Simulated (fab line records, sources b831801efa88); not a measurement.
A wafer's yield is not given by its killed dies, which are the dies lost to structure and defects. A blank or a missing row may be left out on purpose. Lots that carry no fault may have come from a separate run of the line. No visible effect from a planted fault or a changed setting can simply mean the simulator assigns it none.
A lot that was struck, set against a sound lot || flow sky130 || 35 out of 708 route steps
Sound: these wafers, L746.1, L746.2, L746.3. Struck: wafer L759.6 (left out: L759.2, L759.5 of the same lot, which were not struck); the cause appears at the end.
Order at every step that has rows: each side's tool, ch and its chambers, its first start. Under that, the readings that differ: sound wafers || struck wafers || difference of the means || sigmas: that difference in standard deviations of wafers without a fault.
alike: same words and numbers on both sides, and readings whose means sit less than 2 such deviations apart. not compared: any withheld reading, any reading some wafer has no value for, any bound like >300 that may hide the same value, and any number with overlapping values for which the record gives no deviation.
Wherever a step has rows on one side only, a row that says differs or no value, or a row with sigmas, the two part there. Numbers that have no deviation but don't overlap get no sigmas and don't part them. Lack of a reading on every wafer of one side parts them only where that side has two or more wafers.

first, 10 steps without rows for these wafers: SKY_CONTACT_DEHYDRATE_06 (time 60 s); SKY_CONTACT_HMDS_07 (prime time 60 s); SKY_CONTACT_COAT_08 (resist thk 60 nm); SKY_CONTACT_COAT_09 (resist thk 450 nm); SKY_CONTACT_SOFTBAKE_10 (time 90 s); SKY_CONTACT_EXPOSE_11 (exposes mask CTM1, target cd 170 nm); SKY_CONTACT_PEB_12; SKY_CONTACT_DEVELOP_13 (develop time 60 s); SKY_CONTACT_ETCH_16 (etches BARC in N2/H2, stops on SiO2, time 45.9 s, target depth 60 nm); SKY_CONTACT_ETCH_17 (etches SiO2 in C4F8/O2/Ar, stops on Si3N4, target depth 340 nm).
SKY_CONTACT_ETCH_18: etches Si3N4 in CHF3/O2, stops on TiN, time 39 s, target depth 75 nm.
  sound on rieDiel-01 ch 0,1,2, day 33 05:00; struck on rieDiel-04 ch 2, day 37 01:00
  alike: chamberPressureMTorr, drypumpMotorCurrentA, oesProductAu, throttleValvePct
  not compared: rfHoursCounterH
then, 23 steps without rows for these wafers: SKY_CONTACT_STRIP_19 (strips in O2/N2); SKY_CONTACT_STRIP_20 (strips in post etch residue remover, time 1200 s); SKY_CONTACT_CLEAN_21 (cleans in IPA, time 180 s); SKY_CONTACT_CLEAN_22 (cleans in O3/DIW); SKY_CONTACT_SPUTTER_23 (material TiN, target thk 20 nm, time 80 s); SKY_CONTACT_CVD_24 (deposits W, target thk 340 nm, time 102.12 s); SKY_CONTACT_CMP_27 (polishes, stops on SiO2, t overpolish 15 s, target thk 0 nm); SKY_METAL1_SPUTTER_00 (material Ti, target thk 15 nm, time 10 s); SKY_METAL1_SPUTTER_01 (material TiN, target thk 20 nm, time 16.7 s); SKY_METAL1_SPUTTER_02 (material AlCu, target thk 250 nm, time 13.3 s); SKY_METAL1_SPUTTER_03 (material Ti, target thk 5 nm, time 3.3 s); SKY_METAL1_SPUTTER_04 (material TiN, target thk 70 nm, time 58.3 s); SKY_METAL1_DEHYDRATE_07 (time 60 s); SKY_METAL1_HMDS_08 (prime time 60 s); SKY_METAL1_COAT_09 (resist thk 60 nm); SKY_METAL1_COAT_10 (resist thk 450 nm); SKY_METAL1_SOFTBAKE_11 (time 90 s); SKY_METAL1_EXPOSE_12 (exposes mask MM1, target cd 140 nm); SKY_METAL1_PEB_13; SKY_METAL1_DEVELOP_14 (develop time 60 s); SKY_METAL1_DESCUM_17 (chemistry O2, time 8 s); SKY_METAL1_ETCH_18 (etches BARC in N2/H2, stops on SiO2, time 45.9 s, target depth 60 nm); SKY_METAL1_METAL_ETCH_19 (etches the open film in Cl2/BCl3, stops on SiO2, target depth 360 nm, time 78 s).
-- the record jumps here: 13 days lie between the struck wafers' starts before and after (it left off in module METAL1 and takes up again in module PAD_OPEN, whose first step shown is number 708 of the route) --
SKY_PAD_OPEN_PROBE_99:
  rows exist in the record for the struck wafers here (prober-01, day 49 22:32), but not for the sound ones

## WHERE THEY PART
Only at SKY_PAD_OPEN_PROBE_99, within this record.

WHY: what the simulator had put in
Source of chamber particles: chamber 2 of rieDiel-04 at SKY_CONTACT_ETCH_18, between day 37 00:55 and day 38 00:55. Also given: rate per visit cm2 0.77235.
